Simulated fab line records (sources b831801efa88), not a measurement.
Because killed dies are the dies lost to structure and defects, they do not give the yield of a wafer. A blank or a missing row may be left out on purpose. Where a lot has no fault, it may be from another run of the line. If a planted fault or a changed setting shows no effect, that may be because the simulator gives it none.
fab line records | flow sky130
record: lots: 9 | wafers: 27 | last-day: 52
route steps=708 shown METAL1@451 VIA1@472 METAL2@485 PAD_OPEN@708
lots untouched by any fault: they come from a run of this same line in which no faults occurred
start-h: hours from the record's opening day to when the first of the lot's shown wafers began | wait-h: hours since the lot's step before | " identical to the entry in the row above | L1.1+2: a single row standing in for several wafers | - no value present, or no start provided | * or withheld: withheld | < > ~ a bound
route shown NAME@n: a module of which the file shows steps, and the number in the route of the first | usual: mean/standard deviation of fault-free wafers | same: alike in all rows | chamber/n: place in a boat | sites: per-site readings | _std_site: their standard deviation | _edge_site: outer sites' mean less inner sites' | radius-mm: for every site, how far away it sits from the centre of the wafer | mask NAME#n: copy n | behind: tool/chamber where the wafer was last shaped | hold: why the lot went on hold/how many hours it stayed there/how the hold came to an end | device: which transistor (n, p or np) failed to switch | end of line: the same wafers' tests at the end of the route | a step with no rows: only its recipe | killed: count of dies lost to structure and defects at first sort (not the wafer's yield) | map: the dies of a wafer, with x for killed, . for not killed, _ for no die there
set.NAME: the setting the step ran with; set.NAME@STEP: the setting that earlier step ran with | model.NAME: the simulator's own value behind a step, which no gauge read
the route's steps for a sample of lots (tables are steps, rows are wafers)
services: when a tool's chamber went out of use (start-h, in hours from the record's first day, below 0 if earlier), for how many hours, and the reason
== steps ==
step: SKY_METAL1_DESCUM_17
recipe: chemistry: O2 | source-power-w: 150 | bias-power-w: 0 | pressure-mtorr: 10 | temp-c: 40 | time-s: 8
usual: drypump-motor-current-A: 5.5/0.31 | he-backside-leak-sccm: 3.31/0.17 | oes-product-au: 1.002/0.015
lot.wafer | tool         | chamber | start-h | wait-h | drypump-motor-current-A | he-backside-leak-sccm | oes-product-au | rf-hours-counter-h
L557.1    | rie-metal-02 | 1       | 826.22  | 0.0    | 5.5                     | 3.19                  | 1.004          | 11
L557.2    | "            | 0       | "       | "      | 5.9                     | 3.27                  | 0.990          | 8
L557.4    | "            | 1       | "       | "      | 5.5                     | 3.23                  | 1.003          | -
L559.1    | rie-metal-01 | 1       | 827.65  | 0.0    | 5.2                     | 3.62                  | 1.017          | 6
L559.4    | "            | 1       | "       | "      | 5.2                     | 3.58                  | 1.010          | -
L559.5    | "            | 0       | "       | "      | 5.1                     | 2.93                  | 0.980          | -
L558.2    | rie-metal-02 | 1       | 828.00  | 0.0    | 5.5                     | 3.37                  | 0.994          | 11
L558.4    | "            | 0       | "       | "      | 5.9                     | 3.30                  | 0.989          | -
L558.6    | "            | 1       | "       | "      | 5.5                     | 3.35                  | 1.007          | -
L562.2    | rie-metal-02 | 1       | 833.50  | 0.0    | 5.5                     | 3.25                  | 1.012          | 12
L562.3    | "            | 1       | "       | "      | 5.5                     | 3.42                  | 1.010          | -
L562.6    | "            | 0       | "       | "      | 5.9                     | 3.26                  | 0.985          | -
L565.2    | rie-metal-02 | 0       | 957.40  | 0.0    | 5.9                     | 3.29                  | 0.982          | 13
L565.4    | "            | 0       | "       | "      | 5.9                     | 3.30                  | 0.992          | -
L565.5    | "            | 0       | "       | "      | 5.9                     | 3.18                  | 0.986          | -
L566.3    | rie-metal-01 | 1       | 969.36  | 0.0    | 5.3                     | 3.61                  | 1.021          | -
L566.4    | "            | 0       | "       | "      | 5.1                     | 2.97                  | 1.009          | -
L566.5    | "            | 1       | "       | "      | 5.2                     | 3.51                  | 1.014          | -
L570.1    | rie-metal-02 | 0       | 970.50  | 0.0    | 5.9                     | 3.24                  | 0.991          | 14
L570.3    | "            | 1       | "       | "      | 5.5                     | 3.24                  | 1.009          | -
L570.5    | "            | 1       | "       | "      | 5.5                     | 3.28                  | 1.008          | -
L571.1    | rie-metal-04 | 0       | 973.50  | 0.0    | 5.9                     | 3.36                  | 0.984          | 13
L571.3    | "            | 1       | "       | "      | 5.7                     | 3.34                  | 1.017          | -
L571.5    | "            | 1       | "       | "      | 5.7                     | 3.22                  | 1.018          | -
L573.1    | rie-metal-01 | 0       | 979.90  | 0.0    | 5.1                     | 3.14                  | 1.004          | 5
L573.2    | "            | 1       | "       | "      | 5.2                     | 3.33                  | 1.012          | 15
L573.4    | "            | 1       | "       | "      | 5.2                     | 3.32                  | 1.008          | -
step: SKY_VIA1_ETCH_14
recipe: chemistry: N2/H2 | target: BARC | ion-energy-ev: 200 | source-w: 500 | bias-w: 100 | pressure-mtorr: 30 | n2-flow-sccm: 100 | h2-flow-sccm: 200 | stop-on: SiO2 | time-s: 45.9 | target-depth-a: 600
usual: bias-w: 100.01/0.29 | drypump-motor-current-A: 5.7/0.67 | oes-product-au: 0.855/0.0047 | throttle-valve-pct: 13.224/0.0087
lot.wafer | tool        | chamber | start-h | wait-h | bias-w | drypump-motor-current-A | oes-product-au | rf-hours-counter-h | throttle-valve-pct
L557.1    | rie-diel-03 | 1       | 854.95  | 0.0    | 99.53  | 6.5                     | 0.864          | 13                 | 13.228
L557.2    | "           | 3       | "       | "      | 99.86  | 6.3                     | 0.861          | 23                 | 13.233
L557.4    | "           | 1       | "       | "      | 99.88  | 6.5                     | 0.858          | -                  | 13.218
L559.1    | rie-diel-04 | 3       | 855.32  | 0.0    | 100.37 | 6.1                     | 0.849          | 7                  | 13.227
L559.4    | "           | 0       | "       | "      | 99.75  | 5.7                     | 0.849          | -                  | 13.224
L559.5    | "           | 1       | "       | "      | 99.73  | 6.7                     | 0.861          | -                  | 13.220
L558.2    | rie-diel-03 | 1       | 855.67  | 0.0    | 100.51 | 6.5                     | 0.855          | 13                 | 13.228
L558.4    | "           | 1       | "       | "      | 100.65 | 6.5                     | 0.855          | -                  | 13.224
L558.6    | "           | 3       | "       | "      | 99.75  | 6.3                     | 0.863          | -                  | 13.237
L562.2    | rie-diel-02 | 3       | 862.10  | 0.0    | 100.51 | 5.2                     | 0.861          | 11                 | 13.223
L562.3    | "           | 1       | "       | "      | 100.01 | 5.3                     | 0.857          | 15                 | 13.224
L562.6    | "           | 1       | "       | "      | 100.11 | 5.3                     | 0.856          | -                  | 13.218
L565.2    | rie-diel-02 | 1       | 984.28  | 0.0    | 100.19 | 5.3                     | 0.844          | 18                 | 13.233
L565.4    | "           | 0       | "       | "      | 100.00 | 5.1                     | 0.849          | 18                 | 13.228
L565.5    | "           | 0       | "       | "      | 99.51  | 5.1                     | 0.859          | -                  | 13.217
L566.3    | rie-diel-04 | 1       | 996.53  | 0.0    | 100.06 | 6.7                     | 0.855          | 12                 | 13.216
L566.4    | "           | 3       | "       | "      | 99.53  | 6.1                     | 0.852          | 12                 | 13.224
L566.5    | "           | 2       | "       | "      | 100.26 | 6.6                     | 0.851          | -                  | 13.217
L570.1    | rie-diel-02 | 0       | 997.48  | 0.0    | 100.32 | 5.1                     | 0.851          | 18                 | 13.231
L570.3    | "           | 3       | "       | "      | 100.01 | 5.3                     | 0.858          | 14                 | 13.223
L570.5    | "           | 1       | "       | "      | 99.89  | 5.3                     | 0.853          | -                  | 13.221
L571.1    | rie-diel-04 | 1       | 1001.00 | 0.0    | 100.25 | 6.7                     | 0.847          | 13                 | 13.228
L571.3    | "           | 0       | "       | "      | 100.10 | 5.6                     | 0.841          | 3                  | 13.228
L571.5    | "           | 2       | "       | "      | 99.80  | 6.6                     | 0.845          | -                  | 13.244
L573.1    | rie-diel-02 | 1       | 1006.65 | 0.0    | 99.81  | 5.3                     | 0.858          | 19                 | 13.225
L573.2    | "           | 0       | "       | "      | 99.92  | 5.1                     | 0.848          | 19                 | 13.221
L573.4    | "           | 3       | "       | "      | 99.68  | 5.2                     | 0.848          | 14                 | 13.234
step: SKY_VIA1_STRIP_16
recipe: chemistry: O2/N2 | power-w: 1400 | pressure-mtorr: 1500 | platen-temp-c: withheld | o2-flow-sccm: 3000 | n2-flow-sccm: 300 | overash-fraction: 0.5
usual: drypump-motor-current-A: 5.52/0.29 | oes-product-au: 0.416/0.0049 | strip-time-to-endpoint-s: 4.48/0.033
lot.wafer | tool            | chamber | start-h | wait-h | drypump-motor-current-A | oes-product-au | rf-hours-counter-h | strip-time-to-endpoint-s
L557.1    | plasma-asher-03 | 1       | 855.04  | 0.0    | 5.13                    | 0.413          | 95                 | 4.46
L557.2    | "               | 0       | "       | "      | 5.47                    | 0.416          | 95                 | 4.49
L557.4    | "               | 1       | "       | "      | 5.15                    | 0.418          | -                  | 4.47
L559.1    | plasma-asher-01 | 1       | 855.41  | 0.0    | 5.72                    | 0.418          | 43                 | 4.51
L559.4    | "               | 1       | "       | "      | 5.74                    | 0.419          | -                  | 4.52
L559.5    | "               | 0       | "       | "      | 5.93                    | 0.410          | -                  | 4.42
L558.2    | plasma-asher-03 | 0       | 855.76  | 0.0    | 5.46                    | 0.419          | 95                 | 4.47
L558.4    | "               | 1       | "       | "      | 5.14                    | 0.408          | -                  | 4.48
L558.6    | "               | 1       | "       | "      | 5.15                    | 0.422          | -                  | 4.49
L562.2    | plasma-asher-01 | 0       | 862.19  | 0.0    | 5.91                    | 0.417          | 44                 | 4.46
L562.3    | "               | 1       | "       | "      | 5.75                    | 0.428          | -                  | 4.47
L562.6    | "               | 1       | "       | "      | 5.75                    | 0.416          | -                  | 4.45
L565.2    | plasma-asher-03 | 1       | 984.36  | 0.0    | 5.14                    | 0.419          | 107                | 4.46
L565.4    | "               | 1       | "       | "      | 5.15                    | 0.418          | -                  | 4.41
L565.5    | "               | 1       | "       | "      | 5.14                    | 0.410          | -                  | 4.38
L566.3    | plasma-asher-03 | 0       | 996.65  | 0.1    | 5.45                    | 0.420          | -                  | 4.43
L566.4    | "               | 1       | "       | "      | 5.13                    | 0.416          | -                  | 4.52
L566.5    | "               | 0       | "       | "      | 5.46                    | 0.418          | -                  | 4.42
L570.1    | plasma-asher-01 | 1       | 997.56  | 0.0    | 5.76                    | 0.415          | 57                 | 4.46
L570.3    | "               | 0       | "       | "      | 5.92                    | 0.412          | -                  | 4.50
L570.5    | "               | 0       | "       | "      | 5.91                    | 0.414          | -                  | 4.49
L571.1    | plasma-asher-01 | 1       | 1001.09 | 0.0    | 5.74                    | 0.411          | 57                 | 4.40
L571.3    | "               | 0       | "       | "      | 5.91                    | 0.418          | -                  | 4.49
L571.5    | "               | 1       | "       | "      | 5.76                    | 0.412          | -                  | 4.41
L573.1    | plasma-asher-03 | 1       | 1006.74 | 0.0    | 5.16                    | 0.410          | 110                | 4.49
L573.2    | "               | 0       | "       | "      | 5.46                    | 0.418          | 110                | 4.43
L573.4    | "               | 0       | "       | "      | 5.46                    | 0.409          | -                  | 4.49
step: SKY_METAL2_SPUTTER_02
recipe: material: AlCu | target-thk-nm: 250 | power-w: 10600 | time-s: 13.3 | chamber-pressure-pa: 0.4
usual: chamber-pressure-pa: 0.4000/0.00088 | throttle-valve-pct: 29.4/0.99
lot.wafer | tool           | chamber | start-h | wait-h | chamber-pressure-pa | throttle-valve-pct
L557.1    | pvd-sputter-02 | -       | 856.31  | 0.0    | 0.4002              | 29.5
L557.2    | "              | -       | "       | "      | 0.3988              | 30.6
L557.4    | "              | -       | "       | "      | 0.3995              | 28.5
L559.1    | pvd-sputter-02 | -       | 856.76  | 0.0    | 0.3983              | 30.0
L559.4    | "              | -       | "       | "      | 0.3999              | 28.5
L559.5    | "              | -       | "       | "      | 0.3987              | 30.3
L558.2    | pvd-sputter-04 | -       | 857.04  | 0.0    | 0.4004              | 29.5
L558.4    | "              | -       | "       | "      | 0.3997              | 32.7
L558.6    | "              | -       | "       | "      | 0.4005              | 29.8
L562.2    | pvd-sputter-04 | -       | 863.54  | 0.0    | 0.4003              | 29.4
L562.3    | "              | -       | "       | "      | 0.4009              | 32.8
L562.6    | "              | -       | "       | "      | 0.4005              | 29.1
L565.2    | pvd-sputter-04 | -       | 985.65  | 0.0    | 0.4002              | 29.0
L565.4    | "              | -       | "       | "      | 0.3998              | 29.8
L565.5    | "              | -       | "       | "      | 0.3998              | 29.2
L566.3    | pvd-sputter-02 | -       | 997.89  | 0.0    | 0.4016              | 30.7
L566.4    | "              | -       | "       | "      | 0.4009              | 30.1
L566.5    | "              | -       | "       | "      | 0.3999              | 30.2
L570.1    | pvd-sputter-01 | -       | 998.84  | 0.0    | 0.3990              | 28.3
L570.3    | "              | -       | "       | "      | 0.3996              | 30.1
L570.5    | "              | -       | "       | "      | 0.3996              | 28.6
L571.1    | pvd-sputter-04 | -       | 1002.37 | 0.0    | 0.2231              | 39.6
L571.3    | "              | -       | "       | "      | 0.2214              | 44.3
L571.5    | "              | -       | "       | "      | 0.2218              | 40.0
L573.1    | pvd-sputter-04 | -       | 1008.05 | 0.0    | 0.2218              | 39.6
L573.2    | "              | -       | "       | "      | 0.2222              | 40.1
L573.4    | "              | -       | "       | "      | 0.2207              | 39.8
step: SKY_METAL2_RS_MEAS_05
recipe: thk-meas-gauge: four-point-probe | reads: TiN_of_METAL2_SPUTTER_04+Ti_of_METAL2_SPUTTER_03+AlCu_of_METAL2_SPUTTER_02+TiN_of_METAL2_SPUTTER_01+Ti_of_METAL2_SPUTTER_00
usual: METAL2_ALCU_RS: 0.1266/0.0014
lot.wafer | tool          | chamber | start-h | wait-h | hold                     | METAL2_ALCU_RS[ohm/sq]
L557.1    | film-metro-04 | -       | 856.41  | 0.0    | -                        | 0.1282
L557.2    | "             | -       | "       | "      | -                        | 0.1271
L557.4    | "             | -       | "       | "      | -                        | 0.1290
L559.1    | film-metro-04 | -       | 856.85  | 0.0    | -                        | 0.1268
L559.4    | "             | -       | "       | "      | -                        | 0.1259
L559.5    | "             | -       | "       | "      | -                        | 0.1271
L558.2    | film-metro-01 | -       | 857.15  | 0.0    | -                        | 0.1269
L558.4    | "             | -       | "       | "      | -                        | 0.1287
L558.6    | "             | -       | "       | "      | -                        | 0.1285
L562.2    | film-metro-04 | -       | 863.65  | 0.0    | -                        | 0.1253
L562.3    | "             | -       | "       | "      | -                        | 0.1284
L562.6    | "             | -       | "       | "      | -                        | 0.1277
L565.2    | film-metro-03 | -       | 985.76  | 0.0    | -                        | 0.1288
L565.4    | "             | -       | "       | "      | -                        | 0.1260
L565.5    | "             | -       | "       | "      | -                        | 0.1269
L566.3    | film-metro-03 | -       | 998.02  | 0.1    | -                        | 0.1257
L566.4    | "             | -       | "       | "      | -                        | 0.1292
L566.5    | "             | -       | "       | "      | -                        | 0.1262
L570.1    | film-metro-04 | -       | 998.93  | 0.0    | -                        | 0.1271
L570.3    | "             | -       | "       | "      | -                        | 0.1246
L570.5    | "             | -       | "       | "      | -                        | 0.1276
L571.1    | film-metro-01 | -       | 1002.46 | 0.0    | await-dispo/0.2h/release | 0.1140
L571.3    | "             | -       | "       | "      | await-dispo/0.2h/release | 0.1136
L571.5    | "             | -       | "       | "      | await-dispo/0.2h/release | 0.1107
L571.1    | film-metro-01 | -       | 1002.75 | 0.3    | -                        | 0.1139
L571.3    | "             | -       | "       | "      | -                        | 0.1137
L571.5    | "             | -       | "       | "      | -                        | 0.1109
L573.1    | film-metro-03 | -       | 1008.14 | 0.0    | await-dispo/0.2h/release | 0.1127
L573.2    | "             | -       | "       | "      | await-dispo/0.2h/release | 0.1094
L573.4    | "             | -       | "       | "      | await-dispo/0.2h/release | 0.1116
L573.1    | film-metro-03 | -       | 1008.43 | 0.3    | -                        | 0.1128
L573.2    | "             | -       | "       | "      | -                        | 0.1098
L573.4    | "             | -       | "       | "      | -                        | 0.1112
step: SKY_METAL2_THK_MEAS_06
recipe: thk-meas-gauge: xrf | reads: AlCu_of_METAL2_SPUTTER_02
usual: METAL2_ALCU_THK: 246.5/2.9
lot.wafer | tool          | chamber | start-h | wait-h | hold                     | METAL2_ALCU_THK[nm]
L557.1    | film-metro-04 | -       | 856.53  | 0.1    | -                        | 242.5
L557.2    | "             | -       | "       | "      | -                        | 245.9
L557.4    | "             | -       | "       | "      | -                        | 241.9
L559.1    | film-metro-04 | -       | 856.97  | 0.1    | -                        | 245.7
L559.4    | "             | -       | "       | "      | -                        | 246.7
L559.5    | "             | -       | "       | "      | -                        | 245.9
L558.2    | film-metro-01 | -       | 857.26  | 0.1    | -                        | 246.7
L558.4    | "             | -       | "       | "      | -                        | 242.6
L558.6    | "             | -       | "       | "      | -                        | 244.4
L562.2    | film-metro-04 | -       | 863.76  | 0.1    | -                        | 248.7
L562.3    | "             | -       | "       | "      | -                        | 241.2
L562.6    | "             | -       | "       | "      | -                        | 244.6
L565.2    | film-metro-03 | -       | 985.87  | 0.1    | -                        | 242.8
L565.4    | "             | -       | "       | "      | -                        | 247.4
L565.5    | "             | -       | "       | "      | -                        | 246.0
L566.3    | film-metro-03 | -       | 998.12  | 0.1    | -                        | 250.3
L566.4    | "             | -       | "       | "      | -                        | 243.4
L566.5    | "             | -       | "       | "      | -                        | 250.0
L570.1    | film-metro-04 | -       | 999.05  | 0.1    | -                        | 245.3
L570.3    | "             | -       | "       | "      | -                        | 248.4
L570.5    | "             | -       | "       | "      | -                        | 245.0
L571.1    | film-metro-03 | -       | 1004.54 | 1.8    | await-dispo/0.2h/release | 266.9
L571.3    | "             | -       | "       | "      | await-dispo/0.2h/release | 265.9
L571.5    | "             | -       | "       | "      | await-dispo/0.2h/release | 272.8
L571.1    | film-metro-03 | -       | 1004.77 | 0.2    | -                        | 267.1
L571.3    | "             | -       | "       | "      | -                        | 266.5
L571.5    | "             | -       | "       | "      | -                        | 272.3
L573.1    | film-metro-03 | -       | 1015.71 | 7.3    | await-dispo/0.2h/release | 267.4
L573.2    | "             | -       | "       | "      | await-dispo/0.2h/release | 273.9
L573.4    | "             | -       | "       | "      | await-dispo/0.2h/release | 270.3
L573.1    | film-metro-03 | -       | 1015.94 | 0.2    | -                        | 267.8
L573.2    | "             | -       | "       | "      | -                        | 278.2
L573.4    | "             | -       | "       | "      | -                        | 272.5
step: SKY_PAD_OPEN_PROBE_99
usual: defect-limited-yield: 82.5/1.8 | killed_at_M0_to_M3: 45/6.3 | killed_at_M4_up: 2.8/1.6 | killed-at-contacts: 24/5.1 | killed-at-front-end: 14/4.4 | killed-at-other: 0.4/0.73 | killed-dies: 86/9 | killed-open: 47/7.8 | killed-short: 39/6.6 | sort_bin_3_pad_short: 0.8/0.42 | sort_bin_5_function: 10.3/1.4 | sort_bin_6_memory: 6.3/1.2 | sort-n-pass: 406/9 | sort-yield-pct: 82.5/1.8
same: gross-dies: 492 | killed-at-back-side: 0 | sort_bin_4_leakage[%]: 0 | sort_bin_8_speed[%]: 0
lot.wafer | tool      | chamber | start-h | wait-h | defect-limited-yield[%] | killed_at_M0_to_M3 | killed_at_M4_up | killed-at-contacts | killed-at-front-end | killed-at-other | killed-dies | killed-open | killed-short | sort_bin_3_pad_short[%] | sort_bin_5_function[%] | sort_bin_6_memory[%] | sort-n-pass | sort-yield-pct[%]
L562.2    | prober-02 | -       | 1145.64 | 0.1    | 82.7                    | 47                 | 4               | 27                 | 7                   | 0               | 85          | 50          | 35           | 0.6                     | 8.9                    | 7.7                  | 407         | 82.7
L562.3    | prober-02 | -       | 1145.69 | 0.2    | 84.1                    | 30                 | 4               | 26                 | 18                  | 0               | 78          | 43          | 35           | 0.6                     | 10.2                   | 5.1                  | 414         | 84.1
L562.6    | prober-02 | -       | 1145.84 | 0.2    | 83.3                    | 41                 | 3               | 28                 | 10                  | 0               | 82          | 44          | 38           | 1.2                     | 10.2                   | 5.3                  | 410         | 83.3
L573.2    | prober-01 | -       | 1244.21 | 0.1    | 82.5                    | 44                 | 1               | 25                 | 15                  | 1               | 86          | 52          | 34           | 1.0                     | 9.6                    | 6.9                  | 406         | 82.5
killed by level:class
L562.2 VIA3:geometric-particle:open=14 LI_CONTACT:geometric-particle:open=8 VIA1:geometric-particle:open=8 CONTACT:geometric-particle:open=7 VIA3:geometric-particle:short=6 METAL1:geometric-particle:short=5 LI_CONTACT:geometric-particle:short=4 CONTACT:geometric-particle:short=4
L562.3 CONTACT:geometric-particle:open=12 VIA1:geometric-particle:open=8 POLY_GATE:geometric-particle:short=7 VIA2:geometric-particle:open=6 VIA3:geometric-particle:open=5 LI_CONTACT:geometric-particle:short=4 CONTACT:geometric-particle:short=4 FIELD_ISO:geometric-particle:short=3
L562.6 CONTACT:geometric-particle:open=11 LOCAL_INTERCONNECT:geometric-particle:short=7 VIA2:geometric-particle:open=7 VIA1:geometric-particle:open=7 VIA3:geometric-particle:open=7 METAL3:geometric-particle:short=5 LI_CONTACT:geometric-particle:open=4 METAL1:geometric-particle:short=4
L573.2 CONTACT:geometric-particle:open=14 VIA1:geometric-particle:open=9 METAL2:geometric-particle:short=8 VIA3:geometric-particle:open=8 FIELD_ISO:geometric-particle:open=7 VIA2:geometric-particle:open=6 CONTACT:geometric-particle:short=4 METAL1:geometric-particle:short=4
== services ==
tool            | chamber | start-h | hours | kind
rie-diel-02     | 1       | 811.30  | 7.0   | repair
rie-metal-01    | -       | 824.85  | 2.8   | pm
plasma-asher-03 | -       | 827.92  | 3.6   | repair
rie-metal-01    | 0       | 829.20  | 5.3   | repair
rie-metal-02    | -       | 831.80  | 1.4   | pm
rie-metal-04    | 0       | 860.98  | 3.8   | repair
rie-metal-01    | -       | 869.76  | 0.3   | repair
rie-metal-01    | -       | 889.09  | 1.4   | pm
plasma-asher-03 | -       | 891.45  | 23.7  | pm
rie-diel-02     | 3       | 901.48  | 1.9   | repair
rie-metal-01    | -       | 903.75  | 2.5   | repair
rie-diel-02     | 3       | 906.77  | 8.7   | repair
rie-diel-02     | -       | 915.31  | 0.6   | repair
rie-metal-02    | -       | 918.26  | 0.2   | repair
pvd-sputter-02  | -       | 937.61  | 0.6   | repair
pvd-sputter-04  | -       | 938.79  | 2.2   | repair
rie-diel-04     | -       | 956.41  | 1.5   | repair
rie-diel-03     | 1       | 957.67  | 6.3   | repair
plasma-asher-01 | -       | 977.38  | 12.5  | repair
pvd-sputter-02  | -       | 980.89  | 4.8   | repair
rie-diel-04     | 3       | 985.74  | 3.2   | repair
pvd-sputter-01  | -       | 990.40  | 2.7   | repair
rie-metal-04    | -       | 996.06  | 2.8   | pm
rie-diel-03     | 2       | 1002.02 | 9.2   | repair
== key ==
first-sign: step: SKY_METAL2_SPUTTER_02 | reading: chamber-pressure-pa | direction: down | sigmas: 99+ | usual: 0.4000 | struck: 0.2218
effect: step: SKY_METAL2_SPUTTER_02 | reading: throttle-valve-pct | direction: up | sigmas: 11 | usual: 29.4 | struck: 40.6
effect: step: SKY_METAL2_RS_MEAS_05 | reading: visit | direction: added
effect: step: SKY_METAL2_RS_MEAS_05 | reading: METAL2_ALCU_RS | direction: down | sigmas: 10 | usual: 0.1266 | struck: 0.1120
effect: step: SKY_METAL2_THK_MEAS_06 | reading: visit | direction: added
effect: step: SKY_METAL2_THK_MEAS_06 | reading: METAL2_ALCU_THK | direction: up | sigmas: 7.9 | usual: 246.5 | struck: 269.5
met-at SKY_METAL2_SPUTTER_02
struck-lots L571,L573
not-acting-at SKY_METAL1_DESCUM_17,SKY_VIA1_ETCH_14,SKY_VIA1_STRIP_16
onset-between 985.65 1002.37
fault: kind: process-parameter-drift | tool: pvd-sputter-04 | chamber: - | onset-h: 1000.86 | steps: SKY_METAL2_SPUTTER_02 | channel: chamber-pressure-pa | offset: -0.17787 | shape: step | end-h: 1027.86 | acts-in: these-recipes-only | stated: 0.4
